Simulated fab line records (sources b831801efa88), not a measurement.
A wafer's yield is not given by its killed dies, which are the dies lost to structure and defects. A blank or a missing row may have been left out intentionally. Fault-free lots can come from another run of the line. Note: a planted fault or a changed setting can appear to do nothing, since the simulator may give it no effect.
The tool behind it: which one?	flow sky130	12 lots with 36 wafers sampled at 2 steps, on a route of 708 steps

## WHAT EACH GAUGE READ, for each wafer
SKY_VIA2_CD_MEAS_12: the cd target is 200 nm. Usual: 199.8 nm for cd nm, sd 1.1.
lot	measured	on	cd nm (nm)	flag
L225	day 36 13:27	cd sem-02	199.0 197.7 200.0	
L226	day 36 13:36	cd sem-02	199.3 198.7 198.6	
L227	day 36 19:23	cd sem-02	199.1 198.7 199.3	
L231	day 38 00:09	cd sem-02	199.8 200.8 199.6	
L232	day 38 15:49	cd sem-01	201.5 200.8 200.7	
L233	day 38 22:26	cd sem-02	198.0 198.4 199.0	
L235	day 39 13:13	cd sem-01	196.8 197.7 199.1	
L236	day 40 17:33	cd sem-01	200.6 200.6 200.7	
L239	day 41 09:10	cd sem-02	199.9 200.1 199.2	
L244	day 42 07:30	cd sem-01	200.0 199.7 199.8	
L245	day 42 09:19	cd sem-01	201.7 201.3 200.4	
L248	day 43 05:19	cd sem-02	200.2 200.3 200.0	

## EACH LOT AND THE TOOL THAT RAN IT (in order: tool; ch and the chambers of the sampled wafers; start)
lot	SKY_NWELL_EXPOSE_07
L225	iline stepper-02 ch 0, day 4 06:26
L226	iline stepper-02 ch 0, day 4 11:31
L227	iline stepper-02 ch 0, day 4 15:08
L231	iline stepper-01 ch 0, day 5 12:14
L232	iline stepper-02 ch 0, day 5 21:40
L233	iline stepper-01 ch 0, day 6 03:14
L235	iline stepper-01 ch 0, day 6 11:55
L236	iline stepper-02 ch 0, day 7 09:10
L239	iline stepper-02 ch 0, day 7 23:59
L244	iline stepper-01 ch 0, day 8 22:36
L245	iline stepper-01 ch 0, day 9 00:06
L248	iline stepper-01 ch 0, day 9 18:57
- SKY_NWELL_EXPOSE_07: exposes mask NWM, target cd 840 nm.

## AS READ BY THE TOOLS THEMSELVES (means over the sampled wafers that have a number; for cases with no such wafer, the mark the record gives instead)
SKY_NWELL_EXPOSE_07. Usual: 22.96 C for reticle temp C, sd 0.11.
lot	tool	reticle temp C (C)	flag
L225	iline stepper-02	22.97	
L226	iline stepper-02	23.01	
L227	iline stepper-02	22.87	
L231	iline stepper-01	23.13	
L232	iline stepper-02	22.92	
L233	iline stepper-01	22.97	
L235	iline stepper-01	22.93	
L236	iline stepper-02	22.89	
L239	iline stepper-02	22.93	
L244	iline stepper-01	23.05	
L245	iline stepper-01	22.89	
L248	iline stepper-01	22.90	

## THE ANSWER, worked out from the rows above alone
Rule: a lot is off if the mean of its wafers that have a number lies more than 3 standard deviations from the usual mean. Also off: a lot with no number at a reading for which 4 or more lots have one. The other lots that the step has rows for count as sound. Order of review: gauges by route order, followed by the tools' own readings, for which a lot's mean as printed above is used. At the first step where some lot is off, the reading lying furthest off is the one used; lots without a number count as furthest.
Across all readings shown, no lot is off: no conclusion can be drawn from this.

## WHAT THE SIMULATOR HAD PUT IN
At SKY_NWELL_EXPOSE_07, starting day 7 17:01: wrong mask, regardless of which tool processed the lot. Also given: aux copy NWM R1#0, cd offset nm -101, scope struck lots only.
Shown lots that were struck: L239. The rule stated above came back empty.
